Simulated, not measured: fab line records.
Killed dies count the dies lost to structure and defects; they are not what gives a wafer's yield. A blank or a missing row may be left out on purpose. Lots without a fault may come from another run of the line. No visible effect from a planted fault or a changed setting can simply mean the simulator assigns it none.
Problem report in the 8D (eight disciplines) form, filled by code || flow gf180mcu || the parts of the form that need people (team, actions taken, sign-off) are left out

1. PROBLEM STATEMENT
Wafers free of any fault read 0.327 ohm/sq (standard deviation 0.003) for V3_W_RS at GF_V3_RS_MEAS_24, against a mean of 0.574 ohm/sq on 3 wafers of 2 lots. That puts it +82 standard deviations away from the usual mean.
The step: measures by four-point-probe.
The first sign was on wafer L845.1 at day 26 18:56, on filmMetro-01. The record holds 33 wafers of 11 lots with a number at this step. Rule for "out", or "out of limits": more than 4 standard deviations from the usual mean. The other wafers with a number count as sound.

2. WHAT IT IS; WHAT IT IS NOT
{"question": "which readings at this step", "is": "V3_W_RS", "is not": "-"}
{"question": "which lots", "is": "L845, L847", "is not": "L833, L834, L836, L838, L839, L842, L852, L854, L856"}
{"question": "which wafers of those lots", "is": "L845.1, L847.3, L847.5", "is not": "L845.2, L845.6, L847.2"}
{"question": "read on which gauges", "is": "filmMetro-01", "is not": "filmMetro-02, filmMetro-03"}
{"question": "when", "is": "from day 26 18:56", "is not": "up to then (20 sound wafers); but 10 sound wafers of L847, L852, L854, L856 came after"}

3. THE SUSPECTS, EACH WITH WHAT RULES IT OUT
Counting: a tool at a process step up to the reading stays a suspect if it ran every lot that is out. Sound lots after the first of them don't rule it out here, since some wafers of a struck lot are sound.
- the gauge at GF_V3_RS_MEAS_24 is ruled out. All the wafers that are out were read on filmMetro-01, but those of them that GF_V3_CMP_26 has rows for are out there too, on other tools.
- cvdW-01 at GF_V3_CVD_23 (deposits W, target thk 350 nm, time 104.9 s): kept. It ran every lot that is out, first L845 (day 26 18:50); its last sound lot up to then is L842 (day 25 17:28).
Remaining after the count: cvdW-01 at GF_V3_CVD_23.

4. THE CAUSE (what the simulator had put in)
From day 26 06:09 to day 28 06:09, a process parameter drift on cvdW-01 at GF_V3_CVD_23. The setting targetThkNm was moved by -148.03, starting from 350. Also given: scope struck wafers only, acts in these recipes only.
Only this tool survived the counting.

5. THE EFFECT CHAIN, in route order
Each row: a reading whose mean over the struck wafers that have a number lies more than 3 standard deviations from the usual. Readings are gone through only where the record gives a usual standard deviation; hours: the median, over the lots, of the time from a lot's start at the first step in this table giving one to that lot's start at this step; sigmas: the change measured in usual standard deviations.
{"hours": 0, "step": "GF_V3_RS_MEAS_24", "reading": "V3_W_RS", "usual": "0.327 ohm/sq", "on struck wafers": 0.574, "change": "+0.247", "sigmas": "+82"}
{"hours": 0, "step": "GF_V3_THK_MEAS_25", "reading": "V3_W_THK", "usual": "355 nm", "on struck wafers": 202, "change": -153, "sigmas": -33}
{"hours": 0, "step": "GF_V3_CMP_26", "reading": "timeToEndpointS", "usual": "86 s", "on struck wafers": 51, "change": -35, "sigmas": -11}
It contains these process steps:
- GF_V3_CMP_26: polishes, stops on SiO2, t overpolish 15 s, target thk 0 nm.
At these later measuring or inspecting steps, every struck wafer for which the step has a row has a number for every such reading, and none has moved that far: GF_M4_CD_MEAS_14.

6. HOW IT WOULD HAVE BEEN CAUGHT EARLIER
The first out-of-limits reading at a measuring or inspecting step in this record came at day 26 18:56, 13 hours after the fault's start at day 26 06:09.
No tool reading at GF_V3_CVD_23 that has a usual standard deviation in the record was out on any struck wafer, so an alarm limit of 4 standard deviations on those readings would not have fired.
Lots out: 2; of these, L847 started GF_V3_CVD_23 on cvdW-01 after day 26 18:56. Holding the tool at that time would have saved it.
